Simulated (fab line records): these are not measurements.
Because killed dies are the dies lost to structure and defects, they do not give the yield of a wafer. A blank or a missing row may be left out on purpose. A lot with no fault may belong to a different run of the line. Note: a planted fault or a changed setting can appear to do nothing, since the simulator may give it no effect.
A lot that was struck, set against a sound lot ; flow gf180mcu ; 18 out of 602 route steps
Sound: these wafers, L348.1, L348.3, L348.6. Struck: wafer L343.4 (left out: L343.3, L343.5 of the same lot, which were not struck); the cause appears at the end.
Order at every step that has rows: each side's tool, ch and its chambers, its first start. Under that, the readings that differ: sound wafers ; struck wafers ; difference of the means ; sigmas: that difference in standard deviations of wafers without a fault.
alike: a reading whose means differ by less than 2 such deviations, as well as words and numbers matching on both sides. not compared: withheld readings; readings where some wafer has no value; bounds like >300 that might hide an equal value; numbers whose values overlap and for which the record gives no deviation.
The two part at a step that has a row with sigmas, a row that says differs or no value, or rows on one side only. Numbers that don't overlap but have no deviation are shown without sigmas and don't part them. A reading that every wafer of one side lacks parts them only if that side has two wafers or more.

first, 3 steps without rows for these wafers: GF_V5_EXPOSE_11 (exposes mask Via5, target cd 260 nm); GF_V5_PEB_12 (peb time 90 s); GF_V5_DEVELOP_13 (develop time 60 s).
GF_V5_CD_MEAS_14: the cd target is 260 nm.
  sound: cd_sem-01 at day 31 08:11; struck: cd_sem-01 at day 30 09:28
  alike: cd_nm
GF_V5_OVL_MEAS_15:
  sound: overlay-01 at day 31 08:18; struck: overlay-01 at day 30 09:34
  alike: V5_OVL
GF_V5_ETCH_16: etches BARC in N2/H2.
  sound on rie_diel-03 ch 0,1,3, day 31 08:20; struck on rie_diel-03 ch 3, day 30 09:35
  alike: bias_w, drypump_motor_current_A, oes_product_au, throttle_valve_pct
GF_V5_ETCH_17: etches SiO2 in C4F8/O2/Ar, stops on TiN, target depth 855 nm.
  sound: rie_diel-03 ch 0,1,3; struck: rie_diel-03 ch 3
reading;sound;struck;difference;sigmas
oes_product_au (a.u.);0.864 0.860 0.861;0.850;-0.012;-2
  alike: bias_w
then, 3 steps without rows for these wafers: GF_V5_STRIP_18 (strips in O2/N2); GF_V5_STRIP_19 (strips in post etch residue remover, time 1200 s); GF_V5_CLEAN_20 (cleans in DIW).
GF_V5_SPUTTER_21: material Ti, target thk 15 nm, time 80.02 s.
  sound: pvd_sputter-02 at day 31 09:01; struck: pvd_sputter-01 at day 30 10:17
  alike: throttle_valve_pct
GF_V5_SPUTTER_22: material TiN, target thk 10 nm, time 40 s.
  sound: pvd_sputter-02 at day 31 09:05; struck: pvd_sputter-01 at day 30 10:20
  alike: throttle_valve_pct
GF_V5_CVD_23: deposits W, target thk 350 nm, time 104.9 s.
  sound on cvd_w-02 ch 0,1, day 31 09:07; struck on cvd_w-01 ch 1, day 30 10:25
reading;sound;struck;difference;sigmas
model.W_of_V5_CVD_23.thk_nm (nm);345.9 344.5 342.3;587.2;+243.0;
  alike: heater_power_w
GF_V5_RS_MEAS_24: measures by four-point-probe.
  sound: film_metro-03 at day 31 09:14; struck: film_metro-03 at day 30 10:32
reading;sound;struck;difference;sigmas
V5_W_RS (ohm/sq);0.331 0.332 0.334;0.194;-0.138;-26
GF_V5_THK_MEAS_25: measures by xrf.
  sound: film_metro-03 at day 31 09:21; struck: film_metro-03 at day 30 10:38
  not compared: V5_W_THK
GF_V5_CMP_26: polishes, stops on SiO2, t overpolish 15 s, target thk 0 nm.
  sound on cmp-01 ch 2,3, day 31 09:25; struck on cmp-02 ch 1, day 30 10:46
reading;sound;struck;difference;sigmas
time_to_endpoint_s (s);90 83 86;145;+59;+12
  alike: motor_current_A
GF_TOP_METAL_SPUTTER_00: material Ti, target thk 37.5 nm, time 150 s.
  sound: pvd_sputter-04 at day 31 09:43; struck: pvd_sputter-04 at day 30 10:58
  alike: throttle_valve_pct
GF_PASSIVATION_PROBE_99:
  only the struck wafers here have rows in the record (prober-02, day 32 02:31); the sound ones have none

== WHERE THEY PART ==
Last at GF_PASSIVATION_PROBE_99 as far as this record goes, first at GF_V5_ETCH_17.

WHY: whatever the simulator had introduced
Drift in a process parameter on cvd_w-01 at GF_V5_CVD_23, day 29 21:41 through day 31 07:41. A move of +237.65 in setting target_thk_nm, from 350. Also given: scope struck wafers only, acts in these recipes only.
